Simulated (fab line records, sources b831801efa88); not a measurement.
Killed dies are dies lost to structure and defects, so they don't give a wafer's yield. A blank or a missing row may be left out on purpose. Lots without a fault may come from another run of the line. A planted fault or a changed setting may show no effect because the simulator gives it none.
fab line records | flow sky130 | part 1 of 2: steps 1 to 33 of 45
record lots=5 wafers=15 last_day=50
route steps=708 shown LDD_HVP@279 LDD_LDN@289 SPACER@304 POLY_CUT@307 SD_P@320
lots that met no fault: from a run of the same line without faults
start_h: hours from the record's first day to the start of the lot's first wafer shown | wait_h: hours since the lot's step before | " the same as in the row above | L1.1+2: a row that stands for several wafers | - no value, or no start given | * or withheld: withheld | < > ~ a bound
route shown NAME@n: a module of which the file shows steps, and the number in the route of the first | usual: mean/standard deviation of fault-free wafers | same: alike in all rows | chamber/n: place in a boat | sites: the reading at each site | _std_site: their standard deviation | _edge_site: outer sites' mean less inner sites' | radius_mm: how far each site lies from the wafer's centre | mask NAME#n: copy n | behind: the tool/chamber that last shaped the wafer | hold: why the lot was held/for how many hours/how that ended | device: the transistor (n, p or np) that didn't switch | end of line: the same wafers' tests at the end of the route | a step without rows: its recipe alone | killed: dies lost to structure and defects at the first sort, not the wafer's yield | map: a wafer's dies, x killed, . not, _ none there
set.NAME: the setting as run; set.NAME@STEP: as run at that earlier step | model.NAME: the simulator's own value behind a step, which no gauge read
lots at some steps of the route; a table a step, a row a wafer
services: from which hour (start_h, from the record's first day; less than 0 if before it) a tool's chamber was out of use, for how many hours, and why
## steps
# step SKY_LDD_HVP_HMDS_01
# recipe prime_time_s=60 prime_temp_c=120
# columns lot.wafer tool chamber start_h wait_h
L074.2+3+5 litho_track-03 0 475.41 0.1
L078.1+2+3 litho_track-01 0 504.95 0.1
L090.2+3+6 litho_track-02 0 629.68 0.1
L088.2+4+5 litho_track-02 0 638.88 0.1
L096.2+3+4 litho_track-01 0 669.78 0.1
# step SKY_LDD_HVP_COAT_02
# recipe resist=NOVOLAK spin_rpm=3000 resist_thk_nm=300
# columns lot.wafer tool chamber start_h wait_h
L074.2+3+5 litho_track-03 0 475.56 0.1
L078.1+2+3 litho_track-01 0 505.10 0.1
L090.2+3+6 litho_track-02 0 629.83 0.1
L088.2+4+5 litho_track-02 0 639.03 0.1
L096.2+3+4 litho_track-01 0 669.93 0.1
# step SKY_LDD_HVP_SOFTBAKE_03
# recipe temp_c=90 time_s=60 resist=NOVOLAK
# columns lot.wafer tool chamber start_h wait_h
L074.2+3+5 litho_track-03 0 475.71 0.1
L078.1+2+3 litho_track-01 0 505.25 0.1
L090.2+3+6 litho_track-02 0 629.98 0.1
L088.2+4+5 litho_track-02 0 639.18 0.1
L096.2+3+4 litho_track-01 0 670.08 0.1
# step SKY_LDD_HVP_EXPOSE_04
# recipe mask_id=HVPTM na=0.6 source_shape=conventional sigma_outer=0.6 polarization=unpolarized target_cd_nm=700 dose_mj=86
# usual focus_offset_nm=0.0/0.56
# columns lot.wafer tool chamber start_h wait_h mask focus_offset_nm
L074.2 iline_stepper-02 0 - - HVPTM#0 -0.7
L074.3 " 0 " " HVPTM#0 -0.1
L074.5 " 0 " " HVPTM#0 -0.3
L078.1 iline_stepper-01 0 - - HVPTM#0 -0.5
L078.2 " 0 " " HVPTM#0 -0.5
L078.3 " 0 " " HVPTM#0 -0.2
L090.2 iline_stepper-01 0 - - HVPTM#0 0.7
L090.3 " 0 " " HVPTM#0 0.4
L090.6 " 0 " " HVPTM#0 0.3
L088.2 iline_stepper-02 0 - - HVPTM#0 1.0
L088.4 " 0 " " HVPTM#0 0.9
L088.5 " 0 " " HVPTM#0 0.7
L096.2 iline_stepper-02 0 - - HVPTM#0 -0.7
L096.3 " 0 " " HVPTM#0 0.1
L096.4 " 0 " " HVPTM#0 -0.2
# step SKY_LDD_HVP_PEB_05
# recipe temp_c=withheld time_s=* resist=NOVOLAK
# columns lot.wafer tool chamber start_h wait_h
L074.2+3+5 litho_track-02 0 - -
L078.1+2+3 litho_track-01 0 - -
L090.2+3+6 litho_track-03 0 - -
L088.2+4+5 litho_track-01 0 - -
L096.2+3+4 litho_track-01 0 - -
# step SKY_LDD_HVP_DEVELOP_06
# recipe resist=NOVOLAK developer=TMAH develop_time_s=60 dev_temp_c=23
# columns lot.wafer tool chamber start_h wait_h
L074.2+3+5 litho_track-02 0 489.78 0.1
L078.1+2+3 litho_track-01 0 520.35 0.1
L090.2+3+6 litho_track-03 0 644.56 0.1
L088.2+4+5 litho_track-01 0 652.62 0.1
L096.2+3+4 litho_track-01 0 683.38 0.1
# step SKY_LDD_HVP_OVL_MEAS_07
# usual LDD_HVP_OVL=1.0/1.3
# columns lot.wafer tool chamber start_h wait_h LDD_HVP_OVL[nm]
L074.2 overlay-01 - 489.91 0.1 -1.0
L074.3 " - " " 0.2
L074.5 " - " " -0.4
L078.1 overlay-02 - 520.50 0.1 3.2
L078.2 " - " " 1.2
L078.3 " - " " 1.6
L090.2 overlay-02 - 644.69 0.1 0.2
L090.3 " - " " -0.4
L090.6 " - " " 1.6
L088.2 overlay-01 - 652.76 0.1 -1.3
L088.4 " - " " 0.3
L088.5 " - " " 1.0
L096.2 overlay-02 - 683.51 0.1 2.2
L096.3 " - " " 4.5
L096.4 " - " " 2.9
# step SKY_LDD_HVP_IMPLANT_08
# recipe species=B energy_kev=20 dose_cm2=1.7e+13 tilt_deg=17.9
# columns lot.wafer tool chamber start_h wait_h
L074.2+3+5 implanter-02 0 489.96 0.0
L078.1+2+3 implanter-03 0 520.54 0.0
L090.2+3+6 implanter-02 0 644.74 0.0
L088.2+4+5 implanter-03 0 652.81 0.0
L096.2+3+4 implanter-02 0 683.56 0.0
# step SKY_LDD_HVP_STRIP_09
# recipe chemistry=O2/N2 power_w=1400 pressure_mtorr=1500 platen_temp_c=withheld o2_flow_sccm=3000 n2_flow_sccm=300 overash_fraction=0.5
# usual drypump_motor_current_A=6.11/0.27 oes_product_au=0.409/0.0043 strip_time_to_endpoint_s=4.134/0.017
# columns lot.wafer tool chamber start_h wait_h drypump_motor_current_A oes_product_au rf_hours_counter_h strip_time_to_endpoint_s
L074.2 plasma_asher-01 1 490.09 0.1 6.39 0.408 41 4.148
L074.3 " 1 " " 6.39 0.418 - 4.144
L074.5 " 1 " " 6.38 0.414 - 4.145
L078.1 plasma_asher-03 0 520.69 0.1 5.67 0.411 10 4.115
L078.2 " 1 " " 6.34 0.406 10 4.128
L078.3 " 1 " " 6.35 0.408 - 4.129
L090.2 plasma_asher-01 0 644.87 0.1 6.25 0.406 56 4.143
L090.3 " 1 " " 6.35 0.409 - 4.119
L090.6 " 0 " " 6.29 0.407 - 4.123
L088.2 plasma_asher-02 0 652.94 0.1 5.83 0.405 80 4.138
L088.4 " 0 " " 5.80 0.405 - 4.116
L088.5 " 1 " " 6.16 0.411 - 4.131
L096.2 plasma_asher-02 0 683.69 0.1 5.85 0.412 83 4.133
L096.3 " 0 " " 5.86 0.409 - 4.142
L096.4 " 1 " " 6.17 0.411 - 4.140
# step SKY_LDD_HVP_TW_MEAS_10
# usual LDD_HVP_TW=457/4.9
# columns lot.wafer tool chamber start_h wait_h LDD_HVP_TW
L074.2 film_metro-02 - 490.20 0.1 455
L074.3 " - " " 458
L074.5 " - " " 459
L078.1 film_metro-01 - 520.79 0.1 466
L078.2 " - " " 466
L078.3 " - " " 465
L090.2 film_metro-02 - 644.98 0.1 457
L090.3 " - " " 460
L090.6 " - " " 458
L088.2 film_metro-03 - 653.05 0.1 449
L088.4 " - " " 451
L088.5 " - " " 452
L096.2 film_metro-01 - 683.80 0.1 466
L096.3 " - " " 463
L096.4 " - " " 463
# step SKY_LDD_LDN_DEHYDRATE_00
# recipe temp_c=200 time_s=60
# columns lot.wafer tool chamber start_h wait_h
L074.2+3+5 litho_track-01 0 505.43 15.2
L078.1+2+3 litho_track-04 0 535.64 14.8
L090.2+3+6 litho_track-03 0 658.21 13.2
L088.2+4+5 litho_track-03 0 666.41 13.4
L096.2+3+4 litho_track-01 0 696.93 13.1
# step SKY_LDD_LDN_HMDS_01
# recipe prime_time_s=60 prime_temp_c=120
# columns lot.wafer tool chamber start_h wait_h
L074.2+3+5 litho_track-01 0 505.58 0.1
L078.1+2+3 litho_track-04 0 535.79 0.1
L090.2+3+6 litho_track-03 0 658.36 0.1
L088.2+4+5 litho_track-03 0 666.56 0.1
L096.2+3+4 litho_track-01 0 697.08 0.1
# step SKY_LDD_LDN_COAT_02
# recipe resist=NOVOLAK spin_rpm=3000 resist_thk_nm=1140
# columns lot.wafer tool chamber start_h wait_h
L074.2+3+5 litho_track-01 0 505.73 0.1
L078.1+2+3 litho_track-04 0 535.94 0.1
L090.2+3+6 litho_track-03 0 658.51 0.1
L088.2+4+5 litho_track-03 0 666.71 0.1
L096.2+3+4 litho_track-01 0 697.23 0.1
# step SKY_LDD_LDN_SOFTBAKE_03
# recipe temp_c=90 time_s=60 resist=NOVOLAK
# columns lot.wafer tool chamber start_h wait_h
L074.2+3+5 litho_track-01 0 505.88 0.1
L078.1+2+3 litho_track-04 0 536.09 0.1
L090.2+3+6 litho_track-03 0 658.66 0.1
L088.2+4+5 litho_track-03 0 666.86 0.1
L096.2+3+4 litho_track-01 0 697.38 0.1
# step SKY_LDD_LDN_EXPOSE_04
# recipe mask_id=LDNTM na=0.6 source_shape=conventional sigma_outer=0.6 polarization=unpolarized target_cd_nm=700 dose_mj=140
# usual focus_offset_nm=0.0/0.56
# columns lot.wafer tool chamber start_h wait_h mask focus_offset_nm
L074.2 iline_stepper-01 0 - - LDNTM#0 -1.0
L074.3 " 0 " " LDNTM#0 -1.3
L074.5 " 0 " " LDNTM#0 -0.2
L078.1 iline_stepper-02 0 - - LDNTM#0 0.3
L078.2 " 0 " " LDNTM#0 0.6
L078.3 " 0 " " LDNTM#0 0.2
L090.2 iline_stepper-02 0 - - LDNTM#0 0.4
L090.3 " 0 " " LDNTM#0 0.6
L090.6 " 0 " " LDNTM#0 0.3
L088.2 iline_stepper-01 0 - - LDNTM#0 -0.1
L088.4 " 0 " " LDNTM#0 0.6
L088.5 " 0 " " LDNTM#0 -0.2
L096.2 iline_stepper-02 0 - - LDNTM#0 -0.5
L096.3 " 0 " " LDNTM#0 -0.5
L096.4 " 0 " " LDNTM#0 -0.1
# step SKY_LDD_LDN_PEB_05
# recipe temp_c=withheld time_s=* resist=NOVOLAK
# columns lot.wafer tool chamber start_h wait_h
L074.2+3+5 litho_track-03 0 - -
L078.1+2+3 litho_track-04 0 - -
L090.2+3+6 litho_track-04 0 - -
L088.2+4+5 litho_track-04 0 - -
L096.2+3+4 litho_track-04 0 - -
# step SKY_LDD_LDN_DEVELOP_06
# recipe resist=NOVOLAK developer=TMAH develop_time_s=60 dev_temp_c=23
# columns lot.wafer tool chamber start_h wait_h
L074.2+3+5 litho_track-03 0 520.76 0.1
L078.1+2+3 litho_track-04 0 550.79 0.1
L090.2+3+6 litho_track-04 0 672.51 0.1
L088.2+4+5 litho_track-04 0 680.46 0.1
L096.2+3+4 litho_track-04 0 711.46 0.1
# step SKY_LDD_LDN_OVL_MEAS_07
# usual LDD_LDN_OVL=0.5/1.1
# columns lot.wafer tool chamber start_h wait_h LDD_LDN_OVL[nm]
L074.2 overlay-02 - 520.89 0.1 -0.1
L074.3 " - " " -0.6
L074.5 " - " " -0.1
L078.1 overlay-02 - 550.94 0.1 0.5
L078.2 " - " " 1.0
L078.3 " - " " 0.7
L090.2 overlay-02 - 672.64 0.1 0.2
L090.3 " - " " 0.3
L090.6 " - " " 2.3
L088.2 overlay-01 - 680.59 0.1 -1.2
L088.4 " - " " 1.7
L088.5 " - " " 0.6
L096.2 overlay-01 - 711.59 0.1 0.0
L096.3 " - " " 0.1
L096.4 " - " " -0.3
# step SKY_LDD_LDN_IMPLANT_08
# recipe species=As energy_kev=15 dose_cm2=1.25e+13 tilt_deg=withheld rotation_deg=23
# columns lot.wafer tool chamber start_h wait_h
L074.2+3+5 implanter-04 0 520.94 0.0
L078.1+2+3 implanter-01 0 550.97 0.0
L090.2+3+6 implanter-02 0 672.70 0.0
L088.2+4+5 implanter-02 0 680.65 0.0
L096.2+3+4 implanter-04 0 711.65 0.0
# step SKY_LDD_LDN_IMPLANT_09
# recipe species=As energy_kev=15 dose_cm2=1.25e+13 tilt_deg=withheld rotation_deg=113
# columns lot.wafer tool chamber start_h wait_h
L074.2+3+5 implanter-04 0 521.09 0.1
L078.1+2+3 implanter-01 0 551.12 0.1
L090.2+3+6 implanter-02 0 672.85 0.1
L088.2+4+5 implanter-02 0 680.80 0.1
L096.2+3+4 implanter-04 0 711.80 0.1
# step SKY_LDD_LDN_IMPLANT_10
# recipe species=As energy_kev=15 dose_cm2=1.25e+13 tilt_deg=withheld rotation_deg=203
# columns lot.wafer tool chamber start_h wait_h
L074.2+3+5 implanter-04 0 521.24 0.1
L078.1+2+3 implanter-01 0 551.27 0.1
L090.2+3+6 implanter-02 0 673.00 0.1
L088.2+4+5 implanter-02 0 680.95 0.1
L096.2+3+4 implanter-04 0 711.95 0.1
# step SKY_LDD_LDN_IMPLANT_11
# recipe species=As energy_kev=15 dose_cm2=1.25e+13 tilt_deg=withheld rotation_deg=293
# columns lot.wafer tool chamber start_h wait_h
L074.2+3+5 implanter-04 0 521.39 0.1
L078.1+2+3 implanter-01 0 551.42 0.1
L090.2+3+6 implanter-02 0 673.15 0.1
L088.2+4+5 implanter-02 0 681.10 0.1
L096.2+3+4 implanter-04 0 712.10 0.1
# step SKY_LDD_LDN_STRIP_12
# recipe chemistry=O2/N2 power_w=1400 pressure_mtorr=1500 platen_temp_c=withheld o2_flow_sccm=3000 n2_flow_sccm=300 overash_fraction=0.5
# usual drypump_motor_current_A=6.1/0.53 oes_product_au=0.716/0.0044 strip_time_to_endpoint_s=14.18/0.047
# columns lot.wafer tool chamber start_h wait_h drypump_motor_current_A oes_product_au rf_hours_counter_h strip_time_to_endpoint_s
L074.2 plasma_asher-01 0 521.52 0.1 6.3 0.720 44 14.17
L074.3 " 1 " " 6.4 0.716 - 14.19
L074.5 " 1 " " 6.4 0.722 - 14.21
L078.1 plasma_asher-03 1 551.57 0.1 6.3 0.728 13 14.19
L078.2 " 0 " " 5.7 0.717 13 14.14
L078.3 " 0 " " 5.7 0.716 - 14.17
L090.2 plasma_asher-04 1 673.27 0.1 6.7 0.717 93 14.22
L090.3 " 0 " " 5.2 0.714 - 14.19
L090.6 " 1 " " 6.8 0.721 - 14.22
L088.2 plasma_asher-01 0 681.22 0.1 6.3 0.711 60 14.19
L088.4 " 1 " " 6.4 0.715 - 14.17
L088.5 " 0 " " 6.3 0.715 - 14.19
L096.2 plasma_asher-01 0 712.22 0.1 6.3 0.720 63 14.24
L096.3 " 0 " " 6.3 0.712 - 14.22
L096.4 " 1 " " 6.4 0.719 - 14.24
# step SKY_LDD_LDN_TW_MEAS_13
# usual LDD_LDN_TW=1490/27
# columns lot.wafer tool chamber start_h wait_h LDD_LDN_TW
L074.2 film_metro-04 - 521.63 0.1 1517
L074.3 " - " " 1511
L074.5 " - " " 1514
L078.1 film_metro-02 - 551.67 0.1 1480
L078.2 " - " " 1492
L078.3 " - " " 1490
L090.2 film_metro-03 - 673.38 0.1 1450
L090.3 " - " " 1441
L090.6 " - " " 1454
L088.2 film_metro-02 - 681.33 0.1 1484
L088.4 " - " " 1475
L088.5 " - " " 1487
L096.2 film_metro-04 - 712.33 0.1 1512
L096.3 " - " " 1516
L096.4 " - " " 1517
# step SKY_LDD_LDN_CLEAN_14
# recipe chemistry=SC1/SC2 mix=1:4:20 temp_c=70 time_s=150 dry=n2_spin
# usual bath_heat_duty_pct=13.9/1.6
# columns lot.wafer tool chamber start_h wait_h bath_heat_duty_pct
L074.2 wet_bench-01 1 521.68 0.0 15.2
L074.3 " 1 " " 14.8
L074.5 " 1 " " 15.5
L078.1 wet_bench-02 1 551.73 0.1 14.5
L078.2 " 1 " " 14.1
L078.3 " 1 " " 15.6
L090.2 wet_bench-02 3 673.43 0.0 15.9
L090.3 " 3 " " 15.6
L090.6 " 3 " " 15.9
L088.2 wet_bench-03 0 681.38 0.0 12.5
L088.4 " 0 " " 12.8
L088.5 " 0 " " 13.1
L096.2 wet_bench-01 1 712.38 0.0 15.2
L096.3 " 1 " " 16.7
L096.4 " 1 " " 15.3
# step SKY_SPACER_CVD_00
# recipe material=Si3N4 precursor=DCS/NH3 target_thk_nm=43.1 temp_c=770 time_s=740 pressure_mtorr=250
# usual susceptor_temp_C=770.0/0.35 zone_power_top_pct=27.8/1.4
# columns lot.wafer tool chamber start_h wait_h susceptor_temp_C zone_power_top_pct
L074.2 lpcvd-02 0 521.78 0.0 770.7 29.9
L074.3 " 0 " " 770.5 29.4
L074.5 " 0 " " 770.1 29.6
L078.1 lpcvd-02 0 551.78 0.0 770.0 29.2
L078.2 " 0 " " 770.4 28.9
L078.3 " 0 " " 769.9 29.6
L090.2 lpcvd-02 1 673.72 0.2 769.9 26.6
L090.3 " 1 " " 770.0 26.6
L090.6 " 1 " " 769.7 26.1
L088.2 lpcvd-02 1 681.78 0.3 769.9 26.1
L088.4 " 1 " " 769.5 26.5
L088.5 " 1 " " 769.6 26.4
L096.2 lpcvd-02 0 712.43 0.0 770.3 28.8
L096.3 " 0 " " 769.9 28.8
L096.4 " 0 " " 770.6 29.6
# step SKY_SPACER_THK_MEAS_01
# recipe reads=Si3N4_of_SPACER_CVD_00
# usual SPACER_CVD_00_THK=43.3/0.42
# columns lot.wafer tool chamber start_h wait_h SPACER_CVD_00_THK[nm]
L074.2 film_metro-02 - 523.00 0.0 43.8
L074.3 " - " " 43.5
L074.5 " - " " 43.7
L078.1 film_metro-02 - 552.99 0.0 43.4
L078.2 " - " " 43.5
L078.3 " - " " 43.4
L090.2 film_metro-01 - 674.94 0.0 43.4
L090.3 " - " " 43.6
L090.6 " - " " 43.5
L088.2 film_metro-01 - 682.99 0.0 43.5
L088.4 " - " " 43.4
L088.5 " - " " 43.4
L096.2 film_metro-04 - 713.65 0.0 42.4
L096.3 " - " " 42.2
L096.4 " - " " 42.7
# step SKY_SPACER_ETCHBACK_02
# recipe chemistry=CH3F/O2 target=Si3N4 stop_on=SiO2 source_w=400 bias_w=80 pressure_mtorr=25 ch3f_flow_sccm=40 O2_flow_sccm=30 time_s=46.7 target_depth_a=450
# usual drypump_motor_current_A=5.5/0.53 oes_product_au=0.858/0.0068 throttle_valve_pct=10.563/0.0085
# columns lot.wafer tool chamber start_h wait_h drypump_motor_current_A oes_product_au rf_hours_counter_h throttle_valve_pct
L074.2 rie_diel-03 1 523.05 0.0 5.0 0.866 6 10.566
L074.3 " 0 " " 6.1 0.856 5 10.563
L074.5 " 3 " " 5.2 0.860 - 10.567
L078.1 rie_diel-04 3 553.05 0.1 4.9 0.855 59 10.567
L078.2 " 2 " " 5.6 0.866 2 10.562
L078.3 " 0 " " 6.0 0.854 11 10.566
L090.2 rie_diel-04 1 674.99 0.0 5.6 0.857 16 10.559
L090.3 " 2 " " 5.6 0.860 5 10.571
L090.6 " 1 " " 5.6 0.857 - 10.568
L088.2 rie_diel-04 1 683.04 0.0 5.6 0.858 16 10.566
L088.4 " 0 " " 6.0 0.861 - 10.560
L088.5 " 1 " " 5.6 0.852 - 10.561
L096.2 rie_diel-02 3 713.70 0.0 6.1 0.844 11 10.563
L096.3 " 0 " " 4.8 0.839 7 10.560
L096.4 " 1 " " 6.3 0.847 4 10.563
# step SKY_POLY_CUT_DEHYDRATE_00
# recipe temp_c=200 time_s=60
# columns lot.wafer tool chamber start_h wait_h
L074.2+3+5 litho_track-04 0 538.06 15.0
L078.1+2+3 litho_track-04 0 567.09 14.0
L090.2+3+6 litho_track-02 0 687.78 12.8
L088.2+4+5 litho_track-04 0 696.71 13.6
L096.2+3+4 litho_track-04 0 726.96 13.2
# step SKY_POLY_CUT_HMDS_01
# recipe prime_time_s=60 prime_temp_c=120
# columns lot.wafer tool chamber start_h wait_h
L074.2+3+5 litho_track-04 0 538.21 0.1
L078.1+2+3 litho_track-04 0 567.24 0.1
L090.2+3+6 litho_track-02 0 687.93 0.1
L088.2+4+5 litho_track-04 0 696.86 0.1
L096.2+3+4 litho_track-04 0 727.11 0.1
# step SKY_POLY_CUT_COAT_02
# recipe resist=BARC temp_c=withheld time_s=withheld spin_rpm=3000 resist_thk_nm=60
# columns lot.wafer tool chamber start_h wait_h
L074.2+3+5 litho_track-04 0 538.36 0.1
L078.1+2+3 litho_track-04 0 567.39 0.1
L090.2+3+6 litho_track-02 0 688.08 0.1
L088.2+4+5 litho_track-04 0 697.01 0.1
L096.2+3+4 litho_track-04 0 727.26 0.1
# step SKY_POLY_CUT_COAT_03
# recipe resist=KrF-thick spin_rpm=3000 resist_thk_nm=450
# columns lot.wafer tool chamber start_h wait_h
L074.2+3+5 litho_track-04 0 - -
L078.1+2+3 litho_track-04 0 - -
L090.2+3+6 litho_track-02 0 - -
L088.2+4+5 litho_track-04 0 - -
L096.2+3+4 litho_track-04 0 - -
# step SKY_POLY_CUT_SOFTBAKE_04
# recipe temp_c=100 time_s=90 resist=KrF-thick
# columns lot.wafer tool chamber start_h wait_h
L074.2+3+5 litho_track-04 0 - -
L078.1+2+3 litho_track-04 0 - -
L090.2+3+6 litho_track-02 0 - -
L088.2+4+5 litho_track-04 0 - -
L096.2+3+4 litho_track-04 0 - -
